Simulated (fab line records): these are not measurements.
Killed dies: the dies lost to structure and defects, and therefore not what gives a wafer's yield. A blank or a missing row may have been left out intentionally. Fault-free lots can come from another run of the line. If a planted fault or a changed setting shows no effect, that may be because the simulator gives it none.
fab line records / flow sfq-line
record lots=6 wafers=18 last-day=80
route steps=325 shown M4@148
lots with no fault: from the same line, run without faults
start-h: hours from the record's first day to the start of the lot's first wafer shown / wait-h: time in hours since the lot's previous step / " the same as in the row above / L1.1+2: one row covering several wafers at once / - no value, or no start given / * or withheld: withheld / < > ~ a bound
route shown NAME@n: NAME is a module with steps in the file, n the number in the route of the first one / usual: the fault-free wafers' mean and standard deviation / same: alike in all rows / chamber/n: place in a boat / sites: the reading at each site / _std_site: their standard deviation / _edge_site: outer sites' mean less inner sites' / radius-mm: how far each site lies from the wafer's centre / mask NAME#n: copy n / behind: the tool/chamber that last shaped the wafer / hold: the reason the lot was held/the length of the hold in hours/how it ended / device: names the non-switching transistor (n, p or np) / end of line: the route-end tests of the same wafers / for a step that has no rows: nothing shown but its recipe / killed: not the wafer's yield, but the dies lost to structure and defects at the first sort / map: the dies of a wafer, with x for killed, . for not killed, _ for no die there
set.NAME: the run value of the setting; set.NAME@STEP: its run value at that earlier step / model.NAME: the simulator's own value behind a step, which no gauge read
lots at selected steps of the route; one table per step, one row per wafer
services: a tool's chamber out of use, with start hour (start-h, from the record's first day; less than 0 if before it), hours out, and reason
## steps
# step SFQ_TRILAYER_M4_DEP_PRE_CLEAN_092
# recipe gas=Ar time-s=22.5 bias-v=250
# step SFQ_TRILAYER_M4_DEP_SPUTTER_091
# recipe material=Nb base-pressure-pa=1.33e-06 chamber-pressure-pa=0.1333 substrate-temp-c=20 resputter-cathode-voltage-v=400 target-thk-nm=200 power-w=2000 time-s=133.3
# usual cathode-dc-power-W=2000.0/0.38 throttle-valve-pct=30.7/0.78
lot.wafer=L501.1 tool=pvd-sputter-05 chamber=- start-h=796.27 wait-h=0.0 cathode-dc-power-W=1999.9 throttle-valve-pct=31.8
lot.wafer=L501.2 tool=pvd-sputter-05 chamber=- start-h=796.27 wait-h=0.0 cathode-dc-power-W=2000.3 throttle-valve-pct=30.5
lot.wafer=L501.5 tool=pvd-sputter-05 chamber=- start-h=796.27 wait-h=0.0 cathode-dc-power-W=1999.9 throttle-valve-pct=30.5
lot.wafer=L503.2 tool=pvd-sputter-05 chamber=- start-h=814.27 wait-h=0.0 cathode-dc-power-W=1999.8 throttle-valve-pct=30.3
lot.wafer=L503.4 tool=pvd-sputter-05 chamber=- start-h=814.27 wait-h=0.0 cathode-dc-power-W=1999.9 throttle-valve-pct=31.8
lot.wafer=L503.6 tool=pvd-sputter-05 chamber=- start-h=814.27 wait-h=0.0 cathode-dc-power-W=2000.1 throttle-valve-pct=31.7
lot.wafer=L507.3 tool=pvd-sputter-05 chamber=- start-h=845.02 wait-h=0.0 cathode-dc-power-W=2000.7 throttle-valve-pct=31.7
lot.wafer=L507.5 tool=pvd-sputter-05 chamber=- start-h=845.02 wait-h=0.0 cathode-dc-power-W=1999.2 throttle-valve-pct=31.2
lot.wafer=L507.6 tool=pvd-sputter-05 chamber=- start-h=845.02 wait-h=0.0 cathode-dc-power-W=1999.7 throttle-valve-pct=30.5
lot.wafer=L512.3 tool=pvd-sputter-03 chamber=- start-h=886.42 wait-h=0.0 cathode-dc-power-W=1999.9 throttle-valve-pct=31.0
lot.wafer=L512.4 tool=pvd-sputter-03 chamber=- start-h=886.42 wait-h=0.0 cathode-dc-power-W=1999.9 throttle-valve-pct=30.9
lot.wafer=L512.6 tool=pvd-sputter-03 chamber=- start-h=886.42 wait-h=0.0 cathode-dc-power-W=1999.9 throttle-valve-pct=28.8
lot.wafer=L513.1 tool=pvd-sputter-05 chamber=- start-h=891.82 wait-h=0.0 cathode-dc-power-W=2000.4 throttle-valve-pct=30.4
lot.wafer=L513.2 tool=pvd-sputter-05 chamber=- start-h=891.82 wait-h=0.0 cathode-dc-power-W=2000.5 throttle-valve-pct=30.6
lot.wafer=L513.4 tool=pvd-sputter-05 chamber=- start-h=891.82 wait-h=0.0 cathode-dc-power-W=1999.9 throttle-valve-pct=31.8
lot.wafer=L519.2 tool=pvd-sputter-05 chamber=- start-h=943.23 wait-h=0.0 cathode-dc-power-W=2000.7 throttle-valve-pct=30.2
lot.wafer=L519.4 tool=pvd-sputter-05 chamber=- start-h=943.23 wait-h=0.0 cathode-dc-power-W=2000.6 throttle-valve-pct=31.2
lot.wafer=L519.6 tool=pvd-sputter-05 chamber=- start-h=943.23 wait-h=0.0 cathode-dc-power-W=2000.4 throttle-valve-pct=30.6
# step SFQ_M4_RS_MEAS_924
# recipe thk-meas-gauge=four-point-probe reads=Nb_of_TRILAYER_M4_DEP_SPUTTER_091
# usual M4_NB_RS=0.884/0.011
lot.wafer=L501.1 tool=film-metro-01 chamber=- start-h=796.36 wait-h=0.0 M4_NB_RS[ohm/sq]=0.886
lot.wafer=L501.2 tool=film-metro-01 chamber=- start-h=796.36 wait-h=0.0 M4_NB_RS[ohm/sq]=0.869
lot.wafer=L501.5 tool=film-metro-01 chamber=- start-h=796.36 wait-h=0.0 M4_NB_RS[ohm/sq]=0.883
lot.wafer=L503.2 tool=film-metro-04 chamber=- start-h=814.38 wait-h=0.1 M4_NB_RS[ohm/sq]=0.862
lot.wafer=L503.4 tool=film-metro-04 chamber=- start-h=814.38 wait-h=0.1 M4_NB_RS[ohm/sq]=0.872
lot.wafer=L503.6 tool=film-metro-04 chamber=- start-h=814.38 wait-h=0.1 M4_NB_RS[ohm/sq]=0.877
lot.wafer=L507.3 tool=film-metro-01 chamber=- start-h=845.15 wait-h=0.1 M4_NB_RS[ohm/sq]=0.886
lot.wafer=L507.5 tool=film-metro-01 chamber=- start-h=845.15 wait-h=0.1 M4_NB_RS[ohm/sq]=0.891
lot.wafer=L507.6 tool=film-metro-01 chamber=- start-h=845.15 wait-h=0.1 M4_NB_RS[ohm/sq]=0.898
lot.wafer=L512.3 tool=film-metro-04 chamber=- start-h=886.55 wait-h=0.1 M4_NB_RS[ohm/sq]=0.888
lot.wafer=L512.4 tool=film-metro-04 chamber=- start-h=886.55 wait-h=0.1 M4_NB_RS[ohm/sq]=0.879
lot.wafer=L512.6 tool=film-metro-04 chamber=- start-h=886.55 wait-h=0.1 M4_NB_RS[ohm/sq]=0.890
lot.wafer=L513.1 tool=film-metro-03 chamber=- start-h=891.91 wait-h=0.0 M4_NB_RS[ohm/sq]=0.879
lot.wafer=L513.2 tool=film-metro-03 chamber=- start-h=891.91 wait-h=0.0 M4_NB_RS[ohm/sq]=0.897
lot.wafer=L513.4 tool=film-metro-03 chamber=- start-h=891.91 wait-h=0.0 M4_NB_RS[ohm/sq]=0.896
lot.wafer=L519.2 tool=film-metro-01 chamber=- start-h=943.34 wait-h=0.1 M4_NB_RS[ohm/sq]=0.879
lot.wafer=L519.4 tool=film-metro-01 chamber=- start-h=943.34 wait-h=0.1 M4_NB_RS[ohm/sq]=0.894
lot.wafer=L519.6 tool=film-metro-01 chamber=- start-h=943.34 wait-h=0.1 M4_NB_RS[ohm/sq]=0.883
# step SFQ_TRILAYER_M4_LITHO_COAT_098
# recipe resist=BARC spin-rpm=3000 resist-thk-nm=62
# step SFQ_TRILAYER_M4_LITHO_COAT_093
# recipe resist=KrF spin-rpm=3000 resist-thk-nm=600
# step SFQ_TRILAYER_M4_LITHO_SOFTBAKE_097
# recipe temp-c=withheld time-s=withheld resist=KrF
# step SFQ_TRILAYER_M4_LITHO_EXPOSE_094
# recipe mask-id=M4 na=0.6 source-shape=conventional sigma-outer=0.65 target-cd-nm=500 dose-mj=14.4
# step SFQ_TRILAYER_M4_LITHO_PEB_096
# recipe peb-temp-c=115 peb-time-s=60 resist=KrF
# step SFQ_TRILAYER_M4_LITHO_DEVELOP_095
# recipe time-s=60 resist=KrF
# step SFQ_M4_OVL_MEAS_926
# usual M4_OVL=3/6.6
lot.wafer=L501.1 tool=overlay-01 chamber=- start-h=860.24 wait-h=0.1 M4_OVL[nm]=-5
lot.wafer=L501.2 tool=overlay-01 chamber=- start-h=860.24 wait-h=0.1 M4_OVL[nm]=-2
lot.wafer=L501.5 tool=overlay-01 chamber=- start-h=860.24 wait-h=0.1 M4_OVL[nm]=-1
lot.wafer=L503.2 tool=overlay-01 chamber=- start-h=871.04 wait-h=0.1 M4_OVL[nm]=15
lot.wafer=L503.4 tool=overlay-01 chamber=- start-h=871.04 wait-h=0.1 M4_OVL[nm]=12
lot.wafer=L503.6 tool=overlay-01 chamber=- start-h=871.04 wait-h=0.1 M4_OVL[nm]=11
lot.wafer=L507.3 tool=overlay-01 chamber=- start-h=896.25 wait-h=0.1 M4_OVL[nm]=4
lot.wafer=L507.5 tool=overlay-01 chamber=- start-h=896.25 wait-h=0.1 M4_OVL[nm]=12
lot.wafer=L507.6 tool=overlay-01 chamber=- start-h=896.25 wait-h=0.1 M4_OVL[nm]=12
lot.wafer=L512.3 tool=overlay-01 chamber=- start-h=923.65 wait-h=0.1 M4_OVL[nm]=-1
lot.wafer=L512.4 tool=overlay-01 chamber=- start-h=923.65 wait-h=0.1 M4_OVL[nm]=4
lot.wafer=L512.6 tool=overlay-01 chamber=- start-h=923.65 wait-h=0.1 M4_OVL[nm]=9
lot.wafer=L513.1 tool=overlay-01 chamber=- start-h=929.64 wait-h=0.1 M4_OVL[nm]=-4
lot.wafer=L513.2 tool=overlay-01 chamber=- start-h=929.64 wait-h=0.1 M4_OVL[nm]=-4
lot.wafer=L513.4 tool=overlay-01 chamber=- start-h=929.64 wait-h=0.1 M4_OVL[nm]=-6
lot.wafer=L519.2 tool=overlay-01 chamber=- start-h=965.29 wait-h=0.1 M4_OVL[nm]=1
lot.wafer=L519.4 tool=overlay-01 chamber=- start-h=965.29 wait-h=0.1 M4_OVL[nm]=2
lot.wafer=L519.6 tool=overlay-01 chamber=- start-h=965.29 wait-h=0.1 M4_OVL[nm]=-2
# step SFQ_TRILAYER_M4_BARC_OPEN_METAL_ETCH_123
# recipe mask-material=PR chemistry=O2 target-depth-nm=125 target=BARC icp-w=600 bias-w=80 pressure-mtorr=10 time-s=41.7
# usual bias-w=80.01/0.23 chamber-pressure-mTorr=10.000/0.0088 drypump-motor-current-A=5.5/0.37 oes-product-au=0.685/0.0046 rf-fwd-power-W=594.0/2
lot.wafer=L501.1 tool=rie-metal-03 chamber=0 start-h=860.27 wait-h=0.0 bias-w=79.89 chamber-pressure-mTorr=10.001 drypump-motor-current-A=5.3 oes-product-au=0.686 rf-fwd-power-W=593.0 rf-hours-counter-h=67
lot.wafer=L501.2 tool=rie-metal-03 chamber=1 start-h=860.27 wait-h=0.0 bias-w=79.74 chamber-pressure-mTorr=9.991 drypump-motor-current-A=5.4 oes-product-au=0.683 rf-fwd-power-W=592.8 rf-hours-counter-h=59
lot.wafer=L501.5 tool=rie-metal-03 chamber=1 start-h=860.27 wait-h=0.0 bias-w=80.13 chamber-pressure-mTorr=9.995 drypump-motor-current-A=5.4 oes-product-au=0.685 rf-fwd-power-W=592.2 rf-hours-counter-h=-
lot.wafer=L503.2 tool=rie-metal-02 chamber=1 start-h=871.09 wait-h=0.0 bias-w=80.25 chamber-pressure-mTorr=9.991 drypump-motor-current-A=6.0 oes-product-au=0.687 rf-fwd-power-W=591.6 rf-hours-counter-h=-
lot.wafer=L503.4 tool=rie-metal-02 chamber=1 start-h=871.09 wait-h=0.0 bias-w=80.21 chamber-pressure-mTorr=10.011 drypump-motor-current-A=5.9 oes-product-au=0.686 rf-fwd-power-W=593.9 rf-hours-counter-h=-
lot.wafer=L503.6 tool=rie-metal-02 chamber=1 start-h=871.09 wait-h=0.0 bias-w=80.20 chamber-pressure-mTorr=10.015 drypump-motor-current-A=5.9 oes-product-au=0.682 rf-fwd-power-W=593.9 rf-hours-counter-h=-
lot.wafer=L507.3 tool=rie-metal-04 chamber=1 start-h=896.29 wait-h=0.0 bias-w=79.82 chamber-pressure-mTorr=9.991 drypump-motor-current-A=4.8 oes-product-au=0.693 rf-fwd-power-W=595.5 rf-hours-counter-h=-
lot.wafer=L507.5 tool=rie-metal-04 chamber=1 start-h=896.29 wait-h=0.0 bias-w=79.82 chamber-pressure-mTorr=9.991 drypump-motor-current-A=4.8 oes-product-au=0.689 rf-fwd-power-W=596.1 rf-hours-counter-h=-
lot.wafer=L507.6 tool=rie-metal-04 chamber=0 start-h=896.29 wait-h=0.0 bias-w=79.87 chamber-pressure-mTorr=10.002 drypump-motor-current-A=5.1 oes-product-au=0.694 rf-fwd-power-W=594.8 rf-hours-counter-h=-
lot.wafer=L512.3 tool=rie-metal-03 chamber=1 start-h=923.69 wait-h=0.0 bias-w=80.23 chamber-pressure-mTorr=9.997 drypump-motor-current-A=5.4 oes-product-au=0.689 rf-fwd-power-W=593.2 rf-hours-counter-h=-
lot.wafer=L512.4 tool=rie-metal-03 chamber=0 start-h=923.69 wait-h=0.0 bias-w=79.89 chamber-pressure-mTorr=10.006 drypump-motor-current-A=5.3 oes-product-au=0.692 rf-fwd-power-W=594.8 rf-hours-counter-h=-
lot.wafer=L512.6 tool=rie-metal-03 chamber=1 start-h=923.69 wait-h=0.0 bias-w=80.37 chamber-pressure-mTorr=9.999 drypump-motor-current-A=5.4 oes-product-au=0.693 rf-fwd-power-W=593.3 rf-hours-counter-h=-
lot.wafer=L513.1 tool=rie-metal-03 chamber=0 start-h=929.67 wait-h=0.0 bias-w=79.77 chamber-pressure-mTorr=9.993 drypump-motor-current-A=5.3 oes-product-au=0.683 rf-fwd-power-W=597.0 rf-hours-counter-h=79
lot.wafer=L513.2 tool=rie-metal-03 chamber=1 start-h=929.67 wait-h=0.0 bias-w=80.09 chamber-pressure-mTorr=10.004 drypump-motor-current-A=5.4 oes-product-au=0.685 rf-fwd-power-W=593.6 rf-hours-counter-h=70
lot.wafer=L513.4 tool=rie-metal-03 chamber=1 start-h=929.67 wait-h=0.0 bias-w=80.31 chamber-pressure-mTorr=10.009 drypump-motor-current-A=5.4 oes-product-au=0.679 rf-fwd-power-W=593.9 rf-hours-counter-h=-
lot.wafer=L519.2 tool=rie-metal-02 chamber=0 start-h=965.32 wait-h=0.0 bias-w=80.39 chamber-pressure-mTorr=9.975 drypump-motor-current-A=5.8 oes-product-au=0.683 rf-fwd-power-W=595.6 rf-hours-counter-h=15
lot.wafer=L519.4 tool=rie-metal-02 chamber=1 start-h=965.32 wait-h=0.0 bias-w=80.28 chamber-pressure-mTorr=10.013 drypump-motor-current-A=5.9 oes-product-au=0.678 rf-fwd-power-W=590.0 rf-hours-counter-h=-
lot.wafer=L519.6 tool=rie-metal-02 chamber=1 start-h=965.32 wait-h=0.0 bias-w=80.31 chamber-pressure-mTorr=10.024 drypump-motor-current-A=5.9 oes-product-au=0.699 rf-fwd-power-W=589.5 rf-hours-counter-h=-
# step SFQ_TRILAYER_M4_ETCH_METAL_ETCH_096
# recipe target=Nb stop-on=SiO2 mask-material=PR chemistry=Cl2/Ar target-depth-nm=240 icp-w=600 bias-w=80 pressure-mtorr=10 time-s=120
# usual bias-w=80.00/0.23 chamber-pressure-mTorr=9.999/0.0085 drypump-motor-current-A=5.5/0.37 oes-product-au=0.897/0.0084 rf-fwd-power-W=597.1/1.9
lot.wafer=L501.1 tool=rie-metal-03 chamber=0 start-h=860.33 wait-h=0.0 bias-w=80.64 chamber-pressure-mTorr=9.997 drypump-motor-current-A=5.3 oes-product-au=0.904 rf-fwd-power-W=601.1 rf-hours-counter-h=67 model.KrF_of_TRILAYER_M4_LITHO_COAT_093.thk-nm=388.5
lot.wafer=L501.2 tool=rie-metal-03 chamber=1 start-h=860.33 wait-h=0.0 bias-w=79.96 chamber-pressure-mTorr=9.996 drypump-motor-current-A=5.4 oes-product-au=0.909 rf-fwd-power-W=595.6 rf-hours-counter-h=59 model.KrF_of_TRILAYER_M4_LITHO_COAT_093.thk-nm=380.4
lot.wafer=L501.5 tool=rie-metal-03 chamber=1 start-h=860.33 wait-h=0.0 bias-w=80.41 chamber-pressure-mTorr=9.996 drypump-motor-current-A=5.4 oes-product-au=0.890 rf-fwd-power-W=596.3 rf-hours-counter-h=- model.KrF_of_TRILAYER_M4_LITHO_COAT_093.thk-nm=377.3
lot.wafer=L503.2 tool=rie-metal-02 chamber=1 start-h=871.24 wait-h=0.1 bias-w=80.20 chamber-pressure-mTorr=10.004 drypump-motor-current-A=6.0 oes-product-au=0.902 rf-fwd-power-W=595.9 rf-hours-counter-h=- model.KrF_of_TRILAYER_M4_LITHO_COAT_093.thk-nm=384.9
lot.wafer=L503.4 tool=rie-metal-02 chamber=1 start-h=871.24 wait-h=0.1 bias-w=80.11 chamber-pressure-mTorr=9.986 drypump-motor-current-A=5.9 oes-product-au=0.898 rf-fwd-power-W=597.6 rf-hours-counter-h=- model.KrF_of_TRILAYER_M4_LITHO_COAT_093.thk-nm=382.9
lot.wafer=L503.6 tool=rie-metal-02 chamber=1 start-h=871.24 wait-h=0.1 bias-w=80.08 chamber-pressure-mTorr=10.002 drypump-motor-current-A=5.9 oes-product-au=0.907 rf-fwd-power-W=594.7 rf-hours-counter-h=- model.KrF_of_TRILAYER_M4_LITHO_COAT_093.thk-nm=382.9
lot.wafer=L507.3 tool=rie-metal-04 chamber=1 start-h=896.38 wait-h=0.1 bias-w=79.81 chamber-pressure-mTorr=10.002 drypump-motor-current-A=4.9 oes-product-au=0.900 rf-fwd-power-W=598.7 rf-hours-counter-h=- model.KrF_of_TRILAYER_M4_LITHO_COAT_093.thk-nm=383.5
lot.wafer=L507.5 tool=rie-metal-04 chamber=1 start-h=896.38 wait-h=0.1 bias-w=79.96 chamber-pressure-mTorr=10.009 drypump-motor-current-A=4.8 oes-product-au=0.881 rf-fwd-power-W=595.3 rf-hours-counter-h=- model.KrF_of_TRILAYER_M4_LITHO_COAT_093.thk-nm=380.6
lot.wafer=L507.6 tool=rie-metal-04 chamber=0 start-h=896.38 wait-h=0.1 bias-w=79.99 chamber-pressure-mTorr=10.004 drypump-motor-current-A=5.1 oes-product-au=0.892 rf-fwd-power-W=595.8 rf-hours-counter-h=- model.KrF_of_TRILAYER_M4_LITHO_COAT_093.thk-nm=379.9
lot.wafer=L512.3 tool=rie-metal-03 chamber=1 start-h=923.78 wait-h=0.1 bias-w=79.94 chamber-pressure-mTorr=9.994 drypump-motor-current-A=5.4 oes-product-au=0.895 rf-fwd-power-W=503.0 rf-hours-counter-h=- model.KrF_of_TRILAYER_M4_LITHO_COAT_093.thk-nm=402.5
lot.wafer=L512.4 tool=rie-metal-03 chamber=0 start-h=923.78 wait-h=0.1 bias-w=79.83 chamber-pressure-mTorr=9.993 drypump-motor-current-A=5.3 oes-product-au=0.894 rf-fwd-power-W=503.9 rf-hours-counter-h=- model.KrF_of_TRILAYER_M4_LITHO_COAT_093.thk-nm=406.5
lot.wafer=L512.6 tool=rie-metal-03 chamber=1 start-h=923.78 wait-h=0.1 bias-w=80.01 chamber-pressure-mTorr=10.000 drypump-motor-current-A=5.4 oes-product-au=0.890 rf-fwd-power-W=501.1 rf-hours-counter-h=- model.KrF_of_TRILAYER_M4_LITHO_COAT_093.thk-nm=401.4
lot.wafer=L513.1 tool=rie-metal-03 chamber=0 start-h=929.73 wait-h=0.0 bias-w=79.54 chamber-pressure-mTorr=10.000 drypump-motor-current-A=5.3 oes-product-au=0.888 rf-fwd-power-W=501.2 rf-hours-counter-h=79 model.KrF_of_TRILAYER_M4_LITHO_COAT_093.thk-nm=404
lot.wafer=L513.2 tool=rie-metal-03 chamber=1 start-h=929.73 wait-h=0.0 bias-w=80.36 chamber-pressure-mTorr=10.007 drypump-motor-current-A=5.4 oes-product-au=0.891 rf-fwd-power-W=499.4 rf-hours-counter-h=70 model.KrF_of_TRILAYER_M4_LITHO_COAT_093.thk-nm=397.8
lot.wafer=L513.4 tool=rie-metal-03 chamber=1 start-h=929.73 wait-h=0.0 bias-w=80.18 chamber-pressure-mTorr=10.004 drypump-motor-current-A=5.4 oes-product-au=0.889 rf-fwd-power-W=500.1 rf-hours-counter-h=- model.KrF_of_TRILAYER_M4_LITHO_COAT_093.thk-nm=397.8
lot.wafer=L519.2 tool=rie-metal-02 chamber=0 start-h=965.38 wait-h=0.0 bias-w=79.78 chamber-pressure-mTorr=9.994 drypump-motor-current-A=5.8 oes-product-au=0.901 rf-fwd-power-W=595.5 rf-hours-counter-h=15 model.KrF_of_TRILAYER_M4_LITHO_COAT_093.thk-nm=381.4
lot.wafer=L519.4 tool=rie-metal-02 chamber=1 start-h=965.38 wait-h=0.0 bias-w=80.56 chamber-pressure-mTorr=9.982 drypump-motor-current-A=5.9 oes-product-au=0.890 rf-fwd-power-W=595.6 rf-hours-counter-h=- model.KrF_of_TRILAYER_M4_LITHO_COAT_093.thk-nm=386
lot.wafer=L519.6 tool=rie-metal-02 chamber=1 start-h=965.38 wait-h=0.0 bias-w=80.17 chamber-pressure-mTorr=9.994 drypump-motor-current-A=5.9 oes-product-au=0.902 rf-fwd-power-W=597.4 rf-hours-counter-h=- model.KrF_of_TRILAYER_M4_LITHO_COAT_093.thk-nm=387.5
# step SFQ_TRILAYER_M4_STRIP_STRIP_097
# recipe gas=O2 power-w=200 platen-temp-c=40 overash-fraction=0.65 chemistry=O2 pressure-mtorr=50
# usual chamber-pressure-mTorr=50.00/0.045 drypump-motor-current-A=5.5/0.37 oes-product-au=1.001/0.011
lot.wafer=L501.1 tool=rie-metal-03 chamber=0 start-h=860.46 wait-h=0.1 chamber-pressure-mTorr=50.05 drypump-motor-current-A=5.3 oes-product-au=0.994 rf-hours-counter-h=67
lot.wafer=L501.2 tool=rie-metal-03 chamber=1 start-h=860.46 wait-h=0.1 chamber-pressure-mTorr=50.06 drypump-motor-current-A=5.4 oes-product-au=1.006 rf-hours-counter-h=59
lot.wafer=L501.5 tool=rie-metal-03 chamber=1 start-h=860.46 wait-h=0.1 chamber-pressure-mTorr=49.94 drypump-motor-current-A=5.4 oes-product-au=1.007 rf-hours-counter-h=-
lot.wafer=L503.2 tool=rie-metal-02 chamber=1 start-h=871.64 wait-h=0.4 chamber-pressure-mTorr=49.91 drypump-motor-current-A=5.9 oes-product-au=0.991 rf-hours-counter-h=-
lot.wafer=L503.4 tool=rie-metal-02 chamber=1 start-h=871.64 wait-h=0.4 chamber-pressure-mTorr=50.11 drypump-motor-current-A=5.9 oes-product-au=0.997 rf-hours-counter-h=-
lot.wafer=L503.6 tool=rie-metal-02 chamber=1 start-h=871.64 wait-h=0.4 chamber-pressure-mTorr=49.94 drypump-motor-current-A=5.9 oes-product-au=1.000 rf-hours-counter-h=-
lot.wafer=L507.3 tool=rie-metal-04 chamber=1 start-h=896.66 wait-h=0.2 chamber-pressure-mTorr=49.99 drypump-motor-current-A=4.8 oes-product-au=1.002 rf-hours-counter-h=-
lot.wafer=L507.5 tool=rie-metal-04 chamber=1 start-h=896.66 wait-h=0.2 chamber-pressure-mTorr=50.00 drypump-motor-current-A=4.8 oes-product-au=1.000 rf-hours-counter-h=-
lot.wafer=L507.6 tool=rie-metal-04 chamber=0 start-h=896.66 wait-h=0.2 chamber-pressure-mTorr=49.98 drypump-motor-current-A=5.1 oes-product-au=1.009 rf-hours-counter-h=-
lot.wafer=L512.3 tool=rie-metal-03 chamber=1 start-h=924.06 wait-h=0.2 chamber-pressure-mTorr=50.04 drypump-motor-current-A=5.4 oes-product-au=1.006 rf-hours-counter-h=-
lot.wafer=L512.4 tool=rie-metal-03 chamber=0 start-h=924.06 wait-h=0.2 chamber-pressure-mTorr=50.01 drypump-motor-current-A=5.3 oes-product-au=0.985 rf-hours-counter-h=-
lot.wafer=L512.6 tool=rie-metal-03 chamber=1 start-h=924.06 wait-h=0.2 chamber-pressure-mTorr=50.05 drypump-motor-current-A=5.4 oes-product-au=1.003 rf-hours-counter-h=-
lot.wafer=L513.1 tool=rie-metal-03 chamber=0 start-h=929.86 wait-h=0.1 chamber-pressure-mTorr=50.07 drypump-motor-current-A=5.3 oes-product-au=1.003 rf-hours-counter-h=79
lot.wafer=L513.2 tool=rie-metal-03 chamber=1 start-h=929.86 wait-h=0.1 chamber-pressure-mTorr=50.05 drypump-motor-current-A=5.4 oes-product-au=1.007 rf-hours-counter-h=71
lot.wafer=L513.4 tool=rie-metal-03 chamber=1 start-h=929.86 wait-h=0.1 chamber-pressure-mTorr=50.03 drypump-motor-current-A=5.4 oes-product-au=1.014 rf-hours-counter-h=-
lot.wafer=L519.2 tool=rie-metal-02 chamber=0 start-h=965.51 wait-h=0.1 chamber-pressure-mTorr=49.96 drypump-motor-current-A=5.7 oes-product-au=1.016 rf-hours-counter-h=15
lot.wafer=L519.4 tool=rie-metal-02 chamber=1 start-h=965.51 wait-h=0.1 chamber-pressure-mTorr=49.92 drypump-motor-current-A=5.9 oes-product-au=0.997 rf-hours-counter-h=-
lot.wafer=L519.6 tool=rie-metal-02 chamber=1 start-h=965.51 wait-h=0.1 chamber-pressure-mTorr=49.95 drypump-motor-current-A=5.9 oes-product-au=0.984 rf-hours-counter-h=-
## services
tool=rie-metal-03 chamber=- start-h=837.32 hours=15.6 kind=pm
tool=pvd-sputter-03 chamber=- start-h=859.17 hours=2.3 kind=repair
tool=rie-metal-03 chamber=- start-h=866.77 hours=14.6 kind=pm
tool=rie-metal-02 chamber=0 start-h=870.79 hours=- kind=clean
tool=rie-metal-02 chamber=0 start-h=870.79 hours=25.8 kind=scheduled-down
tool=rie-metal-02 chamber=0 start-h=870.79 hours=25.8 kind=vent-cycle
tool=rie-metal-04 chamber=- start-h=888.16 hours=1.4 kind=pm
tool=pvd-sputter-03 chamber=- start-h=927.53 hours=0.5 kind=repair
tool=pvd-sputter-03 chamber=3 start-h=937.41 hours=- kind=consumable-replace:kit
tool=pvd-sputter-03 chamber=3 start-h=937.41 hours=18.0 kind=scheduled-down
tool=pvd-sputter-03 chamber=3 start-h=937.41 hours=18.0 kind=vent-cycle
tool=rie-metal-03 chamber=1 start-h=942.42 hours=2.1 kind=repair
tool=rie-metal-03 chamber=- start-h=962.67 hours=28.1 kind=pm
## key
first-sign step=SFQ_TRILAYER_M4_ETCH_METAL_ETCH_096 reading=rf-fwd-power-W direction=down sigmas=51 usual=597.1 struck=501.4
effect none on later readings
model-effect step=SFQ_TRILAYER_M4_ETCH_METAL_ETCH_096 value=KrF_of_TRILAYER_M4_LITHO_COAT_093.thk-nm without=381.6 struck=401.7
met-at SFQ_TRILAYER_M4_ETCH_METAL_ETCH_096
struck-wafers L512.3,L512.4,L512.6,L513.1,L513.2,L513.4
onset-between 860.33 923.78
fault kind=process-parameter-drift tool=rie-metal-03 chamber=- onset-h=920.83 steps=SFQ_TRILAYER_M4_ETCH_METAL_ETCH_096 channel=icp-w offset=-96 shape=step end-h=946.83 acts-in=these-recipes-only stated=600
